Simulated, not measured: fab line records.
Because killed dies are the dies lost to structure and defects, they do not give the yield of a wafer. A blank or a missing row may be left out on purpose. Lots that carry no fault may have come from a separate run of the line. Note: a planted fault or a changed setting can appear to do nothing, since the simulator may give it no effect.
Commonality check across tools ; flow gf180mcu ; 11 lots and 39 wafers in the sample

## THE REASON FOR OPENING IT
2 of 11 lots carry a flag on the reading LVPWELL_RS at GF_VT_IMPLANT_RS_MEAS_48. Wafers without a fault read 1196 ohm/sq, standard deviation 3.3.
Rule: a lot is flagged when every wafer of it that has a number lies more than 4 standard deviations from that mean, or none has a number. The rest of the lots are taken to be sound.

lot;measured;on;LVPWELL_RS (ohm/sq), wafer by wafer;flag
L745;day 8 01:25;film_metro-04;1199 1196 1199;
L746;day 8 07:54;film_metro-01;1201 1192 1199;
L747;day 8 15:32;film_metro-03;1164 1160 1158 1163 1161 1156;FLAGGED
L749;day 9 05:54;film_metro-01;1155 1156 1158 1159 1157 1155;FLAGGED
L756;day 11 03:49;film_metro-04;1204 1203 1203;
L757;day 11 13:01;film_metro-04;1193 1198 1194;
L760;day 12 05:30;film_metro-04;1199 1198 1198;
L762;day 13 00:59;film_metro-01;1193 1193 1194;
L763;day 13 04:55;film_metro-03;1192 1192 1191;
L764;day 13 13:27;film_metro-01;1197 1194 1190;
L765;day 13 20:10;film_metro-03;1196 1193 1192;
On average the flagged lots' numbers are 1158 ohm/sq, which is -38 ohm/sq against the usual, or -11 standard deviations.

## EACH LOT AND THE TOOL IT RAN ON
Before the reading, the record contains 3 process steps out of a 602-step route. Cell contents, in order: the tool; ch with the chambers the sampled wafers went through; the start.
lot;flag;GF_STI_CMP_25;GF_DNWELL_STRIP_08;GF_LVPWELL_IMPLANT_09
L745;;cmp-02 ch 2,3, day 2 13:23;plasma_asher-04 ch 0,1, day 3 04:22;implanter-01 ch 0, day 4 07:43
L746;;cmp-02 ch 1,2,3, day 2 19:02;plasma_asher-04 ch 0,1, day 3 10:31;implanter-01 ch 0, day 4 13:56
L747;FLAGGED;cmp-02 ch 0,1,3, day 3 00:21;plasma_asher-04 ch 0, day 3 15:37;implanter-01 ch 0, day 4 19:01
L749;FLAGGED;cmp-02 ch 0,1,3, day 3 11:11;plasma_asher-04 ch 0,1, day 4 02:10;implanter-01 ch 0, day 5 06:06
L756;;cmp-02 ch 0,2,3, day 4 22:16;plasma_asher-04 ch 0, day 5 14:44;implanter-03 ch 0, day 6 20:38
L757;;cmp-01 ch 0,1,2, day 5 04:41;plasma_asher-04 ch 0,1, day 5 21:31;implanter-03 ch 0, day 7 04:02
L760;;cmp-01 ch 0,1,3, day 5 17:59;plasma_asher-04 ch 0,1, day 6 10:58;implanter-02 ch 0, day 7 18:46
L762;;cmp-01 ch 0,1,3, day 6 07:26;plasma_asher-04 ch 0,1, day 7 01:47;implanter-03 ch 0, day 8 10:31
L763;;cmp-02 ch 0,3, day 6 11:16;plasma_asher-04 ch 0,1, day 7 05:15;implanter-02 ch 0, day 8 13:50
L764;;cmp-01 ch 1,2,3, day 6 17:35;plasma_asher-04 ch 0,1, day 7 12:16;implanter-01 ch 0, day 8 21:11
L765;;cmp-01 ch 2,3, day 6 23:37;plasma_asher-01 ch 1, day 7 17:16;implanter-02 ch 0, day 9 03:37
What these steps do:
- GF_STI_CMP_25: polishes, stops on Si3N4, t overpolish 33 s, target thk 524.6 nm.
- GF_DNWELL_STRIP_08: strips in O2/N2.
- GF_LVPWELL_IMPLANT_09
- GF_VT_IMPLANT_RS_MEAS_48: measures by four-point-probe.

## FLAGGED AGAINST TOTAL, ONE TOOL AT A TIME (gauges that did the reading follow at the end)
step;tool;lots run;flagged;share of the flagged lots;sound lots run after its first flagged lot
GF_STI_CMP_25;cmp-01;5;0;none;-
GF_STI_CMP_25;cmp-02;6;2;all;2 (L756,L763)
GF_DNWELL_STRIP_08;plasma_asher-01;1;0;none;-
GF_DNWELL_STRIP_08;plasma_asher-04;10;2;all;6 (L756,L757,L760,L762,L763,L764)
GF_LVPWELL_IMPLANT_09;implanter-01;5;2;all;1 (L764)
GF_LVPWELL_IMPLANT_09;implanter-02;3;0;none;-
GF_LVPWELL_IMPLANT_09;implanter-03;3;0;none;-
GF_VT_IMPLANT_RS_MEAS_48;film_metro-01;4;1;some;2 (L762,L764)
GF_VT_IMPLANT_RS_MEAS_48;film_metro-03;3;1;some;2 (L763,L765)
GF_VT_IMPLANT_RS_MEAS_48;film_metro-04;4;0;none;-

## WHAT THE TABLE ALLOWS
In the table, 3 rows ran each flagged lot (cmp-02 at GF_STI_CMP_25; plasma_asher-04 at GF_DNWELL_STRIP_08; implanter-01 at GF_LVPWELL_IMPLANT_09).
- cmp-02 at GF_STI_CMP_25: 2 of its 6 lots flagged. Sound lots followed the first flagged one (L756, L763) on it, something a lasting fault affecting the whole tool could not allow.
- plasma_asher-04 at GF_DNWELL_STRIP_08: 2 of its 10 lots flagged. Sound lots followed the first flagged one (L756, L757, L760, L762, L763, L764) on it, something a lasting fault affecting the whole tool could not allow.
- implanter-01 at GF_LVPWELL_IMPLANT_09: 2 of its 5 lots flagged. Sound lots followed the first flagged one (L764) on it, something a lasting fault affecting the whole tool could not allow. Its own readings (dose_ions_cm2, faraday_current_uA) fall more than 4 standard deviations out on all wafers of the flagged lots.
Not one row of the table ran every flagged lot while running no sound lot after the first.

## WHAT THE SIMULATOR HAD PUT IN
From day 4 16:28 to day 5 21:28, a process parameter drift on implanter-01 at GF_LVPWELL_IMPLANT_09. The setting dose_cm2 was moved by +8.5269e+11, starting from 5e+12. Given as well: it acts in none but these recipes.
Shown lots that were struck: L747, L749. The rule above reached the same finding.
